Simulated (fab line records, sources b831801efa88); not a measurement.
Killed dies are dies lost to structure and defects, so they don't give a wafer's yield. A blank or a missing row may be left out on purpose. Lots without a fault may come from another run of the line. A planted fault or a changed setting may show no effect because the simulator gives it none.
One fault seen from 2 desks | flow sky130 | each desk has only its own numbers; what lay behind them comes last

THE METROLOGY DESK
What the gauges read, lot by lot, whatever tool the lot ran on: means of the sampled wafers that have a number. A lot is out of limits, marked OUT, if its mean lies more than 4 standard deviations from the usual mean; the brackets give that distance.
Columns: A = VIA4_BOW at SKY_VIA4_BOW_MEAS_03, usual 79 um; B = PASSIVATION_CVD_00_THK at SKY_PASSIVATION_THK_MEAS_01, usual 90.3 nm
lot  | first seen here | A  | B
L368 | day 41 15:49    | 74 | 90.9
L370 | day 42 18:57    | 76 | 91.3
L371 | day 42 23:15    | 84 | 91.3
L376 | day 44 12:03    | 70 | 89.2
L377 | day 44 17:10    | 71 | 91.5
L379 | day 44 23:30    | 89 | 90.4
L378 | day 45 00:44    | 74 | 89.1
L382 | day 45 22:55    | 81 | 90.6
L384 | day 46 17:18    | 61 | 76.3 (-11) OUT
L386 | day 46 18:13    | 78 | 77.6 (-9.7) OUT
L388 | day 47 06:04    | 67 | 91.1
This desk's finding: out of limits on L384, L386; first on L384, day 48 10:34 (PASSIVATION_CVD_00_THK at SKY_PASSIVATION_THK_MEAS_01). In limits: L368, L370, L371, L376, L377, L379, L378, L382, L388.

THE TOOL OWNER'S DESK: pecvd-03
The tool's own readings at SKY_PASSIVATION_CVD_00 (deposits SiO2, target thk 90 nm): means of the sampled wafers that have a number, for each lot that ran on this tool. A lot is out of limits, marked OUT, if its mean lies more than 4 standard deviations from the usual mean; the brackets give that distance.
Columns: A = heater_power_w at SKY_PASSIVATION_CVD_00, usual 679 W
lot  | first seen here | A
L368 | day 43 16:29    | 728
L370 | day 44 18:11    | 768
L371 | day 44 21:53    | 738
L377 | day 46 13:27    | 748
L379 | day 46 18:56    | 763
L384 | day 48 10:33    | 745
L386 | day 48 10:51    | 746
This desk's finding: nothing out of limits on any of the 7 lots.

PUT TOGETHER
The metrology desk could have raised an alarm at day 48 10:34, on L384, L386.
The tool owner's desk saw nothing out of limits.
The tool owner's desk has L384, L386 on record, within its limits.
Of the lots named, all ran SKY_PASSIVATION_CVD_00 on pecvd-03.

WHAT THE SIMULATOR HAD PUT IN
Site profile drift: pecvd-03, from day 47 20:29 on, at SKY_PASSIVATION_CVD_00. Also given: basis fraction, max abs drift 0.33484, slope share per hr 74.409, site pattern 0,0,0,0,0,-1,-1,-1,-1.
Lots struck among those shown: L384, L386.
Hours from the fault's start to each desk's first reading out of limits: the metrology desk, 14.
